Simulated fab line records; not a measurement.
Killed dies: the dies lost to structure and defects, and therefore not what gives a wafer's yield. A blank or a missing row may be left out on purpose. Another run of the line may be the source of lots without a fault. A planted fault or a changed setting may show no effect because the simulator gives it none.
Matching of chambers -- flow sky130 -- cmp-01 running SKY_VIA3_CMP_02: 4 sister chambers
The step polishes SiO2. 30 wafers are shown with their chamber, then 12 later ones without.

WAFERS WITH THEIR CHAMBER
wafer,chamber,motorCurrentA (A),retainingRingPressureFrac
L074.1,0,13.0,0.993
L074.3,3,11.6,0.999
L074.6,3,12.7,0.993
L075.2,2,11.3,1.000
L075.5,0,12.1,1.002
L075.6,1,11.2,1.002
L076.2,2,11.1,0.995
L076.4,0,12.4,0.999
L076.5,0,13.0,0.994
L077.1,2,11.8,0.998
L077.4,3,11.6,1.002
L077.5,2,11.1,1.002
L082.2,3,12.2,0.993
L082.5,0,12.6,0.996
L082.6,1,11.5,1.010
L083.1,3,11.7,0.991
L083.2,0,12.4,0.998
L083.6,2,11.6,1.001
L084.2,3,12.0,0.995
L084.5,0,12.8,0.994
L084.6,3,11.7,0.998
L085.4,0,12.7,1.002
L085.5,2,10.9,0.993
L085.6,3,12.2,0.997
L087.2,3,13.0,1.008
L087.4,1,11.1,1.001
L087.6,3,12.1,1.006
L088.3,1,11.0,1.001
L088.4,2,11.2,1.001
L088.6,1,10.9,1.000

SIGNATURES, as means of the wafers listed above
reading,chamber 0,chamber 1,chamber 2,chamber 3,scatter within a chamber
motorCurrentA,12.625,11.140,11.286,12.080,0.368
retainingRingPressureFrac,0.99725,1.00280,0.99857,0.99820,0.00445
Rule: for a wafer and a chamber, the distance is found by dividing, reading by reading, the gap between the wafer's reading and the chamber's mean by the reading's scatter, squaring, summing and taking the root. The wafer belongs to the nearest chamber; if the next one is less than 2 further off, it can't be placed. The scatter: take each reading less its chamber's mean, square it, sum over the shown wafers, divide by the number of wafers less the number of chambers, and take the root.

WAFERS MISSING THEIR CHAMBER
wafer,motorCurrentA (A),retainingRingPressureFrac
L092.1,11.3,0.995
L092.4,12.3,1.000
L092.6,11.9,1.007
L095.1,11.5,1.000
L095.2,12.4,0.996
L095.6,11.5,1.003
L096.1,11.2,0.991
L096.4,12.2,0.995
L096.6,12.6,0.991
L097.3,11.7,1.006
L097.5,11.2,1.002
L097.6,12.5,1.004

WHICH CHAMBER EACH ONE RAN IN
wafer,from the rows above,in truth
L092.1,can't be placed: 2 or 1 or 3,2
L092.4,can't be placed: 3 or 0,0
L092.6,can't be placed: 3 or 1 or 2 or 0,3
L095.1,can't be placed: 2 or 1 or 3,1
L095.2,can't be placed: 0 or 3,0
L095.6,can't be placed: 1 or 2 or 3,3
L096.1,can't be placed: 2 or 1 or 3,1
L096.4,can't be placed: 3 or 0 or 2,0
L096.6,can't be placed: 0 or 3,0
L097.3,can't be placed: 1 or 2 or 3 or 0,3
L097.5,can't be placed: 1 or 2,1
L097.6,can't be placed: 0 or 3 or 2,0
0 of 12 placed correctly. Cannot be placed on the basis of these rows: 12; the candidates contain the true chamber in 12. Wrongly placed: 0.
